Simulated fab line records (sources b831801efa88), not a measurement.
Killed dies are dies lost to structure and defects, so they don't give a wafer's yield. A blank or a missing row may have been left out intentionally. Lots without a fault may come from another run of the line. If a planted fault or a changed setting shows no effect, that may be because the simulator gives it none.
fab line records	flow sky130
record lots=11	wafers=33	last_day=50
route steps=708 shown NWELL@78 VT_ADJUST_LVTN@106 VT_ADJUST_NCORE@122 PAD_OPEN@708
lots untouched by any fault: they come from a run of this same line in which no faults occurred
start_h: start of the lot's first displayed wafer, in hours after the record's first day	wait_h: hours since the lot's step before	" unchanged from the row above	L1.1+2: one row covering several wafers at once	- no value, or no start given	* or withheld: withheld	< > ~ a bound
route shown NAME@n: a module of which the file shows steps, and the number in the route of the first	usual: the fault-free wafers' mean and standard deviation	same: alike in all rows	chamber/n: place in a boat	sites: each site's reading	_std_site: their standard deviation	_edge_site: the outer-site mean with the inner-site mean subtracted	radius_mm: for every site, how far away it sits from the centre of the wafer	mask NAME#n: copy n	behind: tool/chamber where the wafer was last shaped	hold: what put the lot on hold/how long, in hours/how the hold closed	device: names the non-switching transistor (n, p or np)	end of line: tests of these same wafers at the route's end	a step with no rows: only its recipe	killed: the dies lost at the first sort to structure and to defects; this is not the yield of the wafer	map: a wafer's dies, x killed, . not, _ none there
set.NAME: the setting as run; set.NAME@STEP: as run at that earlier step	model.NAME: the simulator's own value behind a step, which no gauge read
one table for each step of the route and one row for each wafer, over a sample of lots
services: when a tool's chamber went out of use (start_h, in hours from the record's first day, below 0 if earlier), for how many hours, and the reason
## steps
# step SKY_NWELL_STRIP_25
# recipe chemistry=O2/N2	power_w=1400	pressure_mtorr=1500	platen_temp_c=withheld	o2_flow_sccm=3000	n2_flow_sccm=300	overash_fraction=0.5
# usual drypump_motor_current_A=5.6/0.34	o2_flow_sccm=3000/7.9	oes_product_au=0.722/0.0044	strip_time_to_endpoint_s=36.91/0.083
lot.wafer	tool	chamber	start_h	wait_h	drypump_motor_current_A	o2_flow_sccm	oes_product_au	rf_hours_counter_h	strip_time_to_endpoint_s
L211.1	plasma_asher-03	1	115.76	0.1	5.7	2991	0.719	29	36.91
L211.2	"	0	"	"	5.5	3008	0.727	29	36.95
L211.5	"	1	"	"	5.7	2991	0.718	-	37.00
L212.2	plasma_asher-03	0	120.31	0.1	5.5	3003	0.724	29	36.83
L212.3	"	1	"	"	5.8	3002	0.719	-	36.89
L212.4	"	0	"	"	5.5	2996	0.723	-	36.87
L214.1	plasma_asher-04	1	146.02	0.1	6.0	2992	0.723	48	37.03
L214.3	"	1	"	"	6.0	2996	0.723	-	36.99
L214.6	"	0	"	"	6.1	3000	0.715	-	36.93
L218.3	plasma_asher-04	1	160.58	0.1	6.0	3021	0.722	-	36.90
L218.4	"	0	"	"	6.1	2993	0.714	-	36.79
L218.6	"	0	"	"	6.1	3005	0.721	-	36.83
L220.1	plasma_asher-02	1	168.41	0.1	5.6	2998	0.727	5	36.89
L220.3	"	0	"	"	5.0	2992	0.721	-	36.88
L220.4	"	1	"	"	5.6	2990	0.723	-	36.90
L221.1	plasma_asher-02	0	176.05	0.1	5.0	3000	0.719	6	36.83
L221.4	"	0	"	"	5.0	3000	0.721	-	36.76
L221.6	"	1	"	"	5.6	3005	0.726	-	36.83
L227.1	plasma_asher-04	0	207.31	0.1	6.1	3008	0.725	54	36.86
L227.3	"	0	"	"	6.1	3002	0.722	-	36.74
L227.5	"	1	"	"	6.0	2995	0.717	-	36.76
L228.3	plasma_asher-03	0	219.38	0.1	5.5	2996	0.723	-	36.88
L228.4	"	1	"	"	5.8	3009	0.726	-	36.75
L228.6	"	1	"	"	5.7	2997	0.715	-	36.76
L229.1	plasma_asher-02	1	234.06	0.1	5.7	2993	0.720	12	36.90
L229.5	"	1	"	"	5.6	2981	0.725	-	36.85
L229.6	"	0	"	"	5.0	3016	0.725	-	36.86
L232.2	plasma_asher-03	0	248.47	0.1	5.6	2995	0.730	43	36.86
L232.3	"	0	"	"	5.5	2987	0.715	-	36.99
L232.6	"	0	"	"	5.5	2990	0.726	-	36.99
L231.1	plasma_asher-02	0	249.40	0.1	5.0	3002	0.721	14	36.89
L231.2	"	1	"	"	5.6	2997	0.731	14	36.88
L231.3	"	0	"	"	5.0	3011	0.716	-	36.97
# step SKY_NWELL_RS_MEAS_29
# recipe thk_meas_gauge=four-point-probe
# usual NWELL_RS=624.7/1.4
lot.wafer	tool	chamber	start_h	wait_h	NWELL_RS[ohm/sq]
L211.1	film_metro-02	-	116.07	0.1	625.2
L211.2	"	-	"	"	624.4
L211.5	"	-	"	"	625.8
L212.2	film_metro-04	-	120.64	0.1	624.5
L212.3	"	-	"	"	624.8
L212.4	"	-	"	"	625.1
L214.1	film_metro-01	-	146.33	0.1	623.9
L214.3	"	-	"	"	625.8
L214.6	"	-	"	"	624.0
L218.3	film_metro-01	-	160.90	0.1	623.0
L218.4	"	-	"	"	622.9
L218.6	"	-	"	"	624.8
L220.1	film_metro-01	-	168.73	0.1	624.1
L220.3	"	-	"	"	624.3
L220.4	"	-	"	"	624.4
L221.1	film_metro-01	-	176.36	0.1	623.7
L221.4	"	-	"	"	622.7
L221.6	"	-	"	"	622.1
L227.1	film_metro-01	-	207.62	0.1	623.1
L227.3	"	-	"	"	621.4
L227.5	"	-	"	"	624.4
L228.3	film_metro-01	-	219.70	0.1	624.2
L228.4	"	-	"	"	624.6
L228.6	"	-	"	"	624.0
L229.1	film_metro-02	-	234.47	0.2	627.5
L229.5	"	-	"	"	627.1
L229.6	"	-	"	"	627.0
L232.2	film_metro-04	-	248.85	0.1	622.7
L232.3	"	-	"	"	623.9
L232.6	"	-	"	"	625.8
L231.1	film_metro-04	-	249.71	0.1	626.4
L231.2	"	-	"	"	628.3
L231.3	"	-	"	"	626.2
# step SKY_VT_ADJUST_LVTN_STRIP_09
# recipe chemistry=O2/N2	power_w=1400	pressure_mtorr=1500	platen_temp_c=withheld	o2_flow_sccm=3000	n2_flow_sccm=300	overash_fraction=0.5
# usual drypump_motor_current_A=5.4/0.42	o2_flow_sccm=3001/8.8	oes_product_au=0.722/0.0044	strip_time_to_endpoint_s=36.91/0.088
lot.wafer	tool	chamber	start_h	wait_h	drypump_motor_current_A	o2_flow_sccm	oes_product_au	rf_hours_counter_h	strip_time_to_endpoint_s
L211.1	plasma_asher-01	0	154.01	0.1	4.8	2995	0.723	49	36.83
L211.2	"	1	"	"	5.3	3002	0.721	49	36.79
L211.5	"	1	"	"	5.3	3002	0.725	-	36.87
L212.2	plasma_asher-01	0	158.62	0.1	4.8	3008	0.715	49	36.95
L212.3	"	1	"	"	5.3	2988	0.724	-	36.85
L212.4	"	0	"	"	4.8	2989	0.716	-	36.97
L214.1	plasma_asher-01	0	185.61	0.1	4.8	2998	0.721	51	36.98
L214.3	"	1	"	"	5.3	3006	0.722	-	36.97
L214.6	"	0	"	"	4.8	3001	0.725	-	36.99
L218.3	plasma_asher-01	1	202.66	0.1	5.3	3002	0.716	-	36.79
L218.4	"	0	"	"	4.8	2992	0.723	-	36.80
L218.6	"	1	"	"	5.3	2996	0.720	-	36.83
L220.1	plasma_asher-03	1	210.72	0.1	5.7	3005	0.717	39	37.04
L220.3	"	0	"	"	5.5	3003	0.728	-	36.88
L220.4	"	1	"	"	5.7	2994	0.716	-	36.88
L221.1	plasma_asher-01	1	219.00	0.1	5.3	3012	0.724	54	36.81
L221.4	"	0	"	"	4.8	3004	0.721	-	36.75
L221.6	"	1	"	"	5.3	3025	0.728	-	36.76
L227.1	plasma_asher-01	0	254.06	0.1	4.8	3017	0.723	58	36.82
L227.3	"	1	"	"	5.3	3013	0.726	-	37.00
L227.5	"	0	"	"	4.8	3000	0.726	-	36.85
L228.3	plasma_asher-03	1	268.30	0.1	5.7	3002	0.723	-	37.01
L228.4	"	0	"	"	5.5	2984	0.723	-	37.00
L228.6	"	0	"	"	5.5	2990	0.716	-	37.16
L229.1	plasma_asher-03	0	283.36	0.1	5.5	3012	0.717	46	37.01
L229.5	"	1	"	"	5.7	3018	0.728	-	36.90
L229.6	"	0	"	"	5.5	3012	0.719	-	37.06
L232.2	plasma_asher-04	1	298.22	0.1	6.0	2997	0.725	61	36.98
L232.3	"	1	"	"	6.0	2995	0.721	-	36.97
L232.6	"	0	"	"	6.1	3004	0.727	-	36.93
L231.1	plasma_asher-04	0	298.81	0.1	6.1	2998	0.731	61	36.94
L231.2	"	1	"	"	6.0	2997	0.719	61	37.05
L231.3	"	1	"	"	6.0	2997	0.721	-	36.95
# step SKY_VT_ADJUST_NCORE_SOFTBAKE_03
# recipe temp_c=90	time_s=60	resist=NOVOLAK
# usual heater_power_total_W=56.59/0.046	plate_temp_C=90.00/0.11
lot.wafer	tool	chamber	start_h	wait_h	heater_power_total_W	plate_temp_C
L211.1	litho_track-02	0	184.19	0.1	56.62	89.95
L211.2	"	0	"	"	56.69	89.94
L211.5	"	0	"	"	56.60	90.11
L212.2	litho_track-01	0	188.95	0.1	56.60	89.94
L212.3	"	0	"	"	56.68	89.94
L212.4	"	0	"	"	56.59	89.86
L214.1	litho_track-02	0	217.44	0.1	56.57	90.03
L214.3	"	0	"	"	56.59	89.87
L214.6	"	0	"	"	56.61	90.00
L218.3	litho_track-01	0	235.28	0.1	56.65	89.87
L218.4	"	0	"	"	56.61	89.99
L218.6	"	0	"	"	56.57	89.99
L220.1	litho_track-01	0	245.78	0.1	56.58	89.99
L220.3	"	0	"	"	56.61	90.01
L220.4	"	0	"	"	56.59	89.97
L221.1	litho_track-01	0	254.33	0.1	56.60	89.96
L221.4	"	0	"	"	56.58	90.00
L221.6	"	0	"	"	56.57	90.28
L227.1	litho_track-01	0	292.13	0.1	59.22	92.91
L227.3	"	0	"	"	59.30	92.96
L227.5	"	0	"	"	59.30	92.91
L228.3	litho_track-01	0	306.18	0.1	59.29	93.31
L228.4	"	0	"	"	59.38	93.18
L228.6	"	0	"	"	59.12	93.09
L229.1	litho_track-02	0	322.44	0.1	56.57	90.05
L229.5	"	0	"	"	56.61	89.98
L229.6	"	0	"	"	56.56	90.07
L232.2	litho_track-03	0	336.61	0.1	56.62	90.05
L232.3	"	0	"	"	56.63	89.71
L232.6	"	0	"	"	56.60	90.20
L231.1	litho_track-03	0	338.69	0.1	56.54	89.93
L231.2	"	0	"	"	56.55	89.90
L231.3	"	0	"	"	56.53	89.87
# step SKY_VT_ADJUST_NCORE_STRIP_10
# recipe chemistry=O2/N2	power_w=1400	pressure_mtorr=1500	platen_temp_c=withheld	o2_flow_sccm=3000	n2_flow_sccm=300	overash_fraction=0.5
# usual drypump_motor_current_A=5.5/0.48	o2_flow_sccm=3000/9.1	oes_product_au=0.716/0.0042	strip_time_to_endpoint_s=14.18/0.039
lot.wafer	tool	chamber	start_h	wait_h	drypump_motor_current_A	o2_flow_sccm	oes_product_au	rf_hours_counter_h	strip_time_to_endpoint_s
L211.1	plasma_asher-01	1	195.10	0.1	5.3	2998	0.719	52	14.19
L211.2	"	0	"	"	4.8	3001	0.717	52	14.18
L211.5	"	1	"	"	5.3	3006	0.713	-	14.15
L212.2	plasma_asher-02	1	199.89	0.1	5.6	3007	0.718	8	14.22
L212.3	"	0	"	"	5.0	2997	0.710	-	14.22
L212.4	"	1	"	"	5.6	2999	0.722	-	14.21
L214.1	plasma_asher-04	0	228.78	0.1	6.1	3007	0.721	56	14.22
L214.3	"	1	"	"	6.0	3002	0.716	-	14.22
L214.6	"	1	"	"	6.0	2988	0.704	-	14.19
L218.3	plasma_asher-02	0	247.62	0.1	5.0	2989	0.713	-	14.12
L218.4	"	1	"	"	5.6	3001	0.717	-	14.12
L218.6	"	1	"	"	5.6	2999	0.715	-	14.09
L220.1	plasma_asher-04	0	257.89	0.1	6.1	2995	0.714	57	14.22
L220.3	"	1	"	"	6.0	2997	0.717	-	14.21
L220.4	"	0	"	"	6.1	2992	0.718	-	14.17
L221.1	plasma_asher-04	0	266.94	0.1	6.1	2993	0.710	58	14.18
L221.4	"	0	"	"	6.1	2983	0.719	-	14.20
L221.6	"	1	"	"	6.0	2998	0.713	-	14.20
L227.1	plasma_asher-04	1	304.74	0.1	6.0	3008	0.710	62	14.03
L227.3	"	0	"	"	6.1	2982	0.718	-	14.00
L227.5	"	1	"	"	6.0	3008	0.712	-	13.98
L228.3	plasma_asher-01	0	320.07	0.1	4.8	2998	0.719	-	14.10
L228.4	"	1	"	"	5.3	3017	0.724	-	14.07
L228.6	"	0	"	"	4.8	2992	0.719	-	14.04
L229.1	plasma_asher-01	1	335.84	0.1	5.3	2994	0.719	66	14.27
L229.5	"	1	"	"	5.3	3001	0.715	-	14.21
L229.6	"	0	"	"	4.8	3005	0.714	-	14.22
L232.2	plasma_asher-01	0	350.73	0.1	4.8	2983	0.714	67	14.13
L232.3	"	0	"	"	4.8	2995	0.720	-	14.15
L232.6	"	0	"	"	4.8	3002	0.719	-	14.15
L231.1	plasma_asher-02	0	352.63	0.1	5.0	3024	0.721	24	14.20
L231.2	"	1	"	"	5.6	2991	0.715	24	14.19
L231.3	"	0	"	"	4.9	3009	0.720	-	14.20
# step SKY_PAD_OPEN_PROBE_99
# usual killed_at_M0_to_M3=44/7	killed_at_M4_up=3.0/1.9	killed_at_contacts=24/5.4	killed_at_front_end=15/4.6	killed_at_other=0.3/0.5	killed_dies=87/10	killed_open=47/7	killed_short=40/6.2
# same gross_dies=492	killed_at_back_side=0
lot.wafer	tool	chamber	start_h	wait_h	killed_at_M0_to_M3	killed_at_M4_up	killed_at_contacts	killed_at_front_end	killed_at_other	killed_dies	killed_open	killed_short
L218.3	prober-01	-	1128.21	0.2	56	5	18	16	0	95	49	46
L218.4	prober-01	-	1128.26	0.2	58	1	19	12	0	90	50	40
L218.6	prober-01	-	1128.36	0.2	45	2	17	16	0	80	47	33
# killed by level:class
L218.3 VIA2:geometric_particle:open=11 VIA1:geometric_particle:open=9 METAL2:geometric_particle:short=9 LI_CONTACT:geometric_particle:open=8 FIELD_ISO:geometric_particle:short=7 VIA2:geometric_particle:short=6 METAL1:geometric_particle:short=6 CONTACT:geometric_particle:open=4
L218.4 VIA1:geometric_particle:open=14 METAL2:geometric_particle:short=7 CONTACT:geometric_particle:open=6 METAL1:geometric_particle:short=6 VIA3:geometric_particle:open=6 FIELD_ISO:geometric_particle:open=5 LI_CONTACT:geometric_particle:open=5 VIA1:geometric_particle:short=5
L218.6 VIA2:geometric_particle:open=9 CONTACT:geometric_particle:open=7 VIA1:geometric_particle:open=7 LI_CONTACT:geometric_particle:open=6 METAL1:geometric_particle:short=6 VIA1:geometric_particle:short=6 METAL2:geometric_particle:short=5 POLY_GATE:geometric_particle:open=4
## services
tool	chamber	start_h	hours	kind
plasma_asher-02	-	108.75	9.0	pm
plasma_asher-02	0	108.75	9.0	vent_cycle
plasma_asher-02	1	108.75	9.0	vent_cycle
plasma_asher-02	0	117.75	-	clean
plasma_asher-02	1	117.75	-	clean
plasma_asher-01	-	131.01	9.2	repair
plasma_asher-01	-	170.91	8.2	repair
plasma_asher-01	-	191.72	0.4	repair
plasma_asher-04	-	234.66	15.0	repair
plasma_asher-04	-	336.06	1.0	repair
plasma_asher-03	-	346.03	2.8	pm
## key
first_sign step=SKY_VT_ADJUST_NCORE_SOFTBAKE_03	reading=heater_power_total_W	direction=up	sigmas=59	usual=*	struck=*
effect step=SKY_VT_ADJUST_NCORE_SOFTBAKE_03	reading=plate_temp_C	direction=up	sigmas=27	usual=*	struck=*
effect step=SKY_VT_ADJUST_NCORE_STRIP_10	reading=strip_time_to_endpoint_s	direction=down	sigmas=3.7	usual=*	struck=*
met_at SKY_VT_ADJUST_NCORE_SOFTBAKE_03
struck_lots L227,L228
tester_left_out L227,L228
not_acting_at SKY_NWELL_STRIP_25,SKY_NWELL_RS_MEAS_29,SKY_VT_ADJUST_LVTN_STRIP_09
onset_between 254.33 292.13
fault kind=process_parameter_drift	tool=litho_track-01	chamber=-	onset_h=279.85	steps=SKY_VT_ADJUST_NCORE_SOFTBAKE_03	channel=temp_c	offset=*	shape=step	end_h=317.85	acts_in=*	stated=*
# tester_left_out: of these lots the tester's yield and bins aren't shown, on N5 and GAA mostly nor the transistor test; their killed dies are dies lost to structure and defects alone, not to doping, threshold or leakage, so they don't give the yield
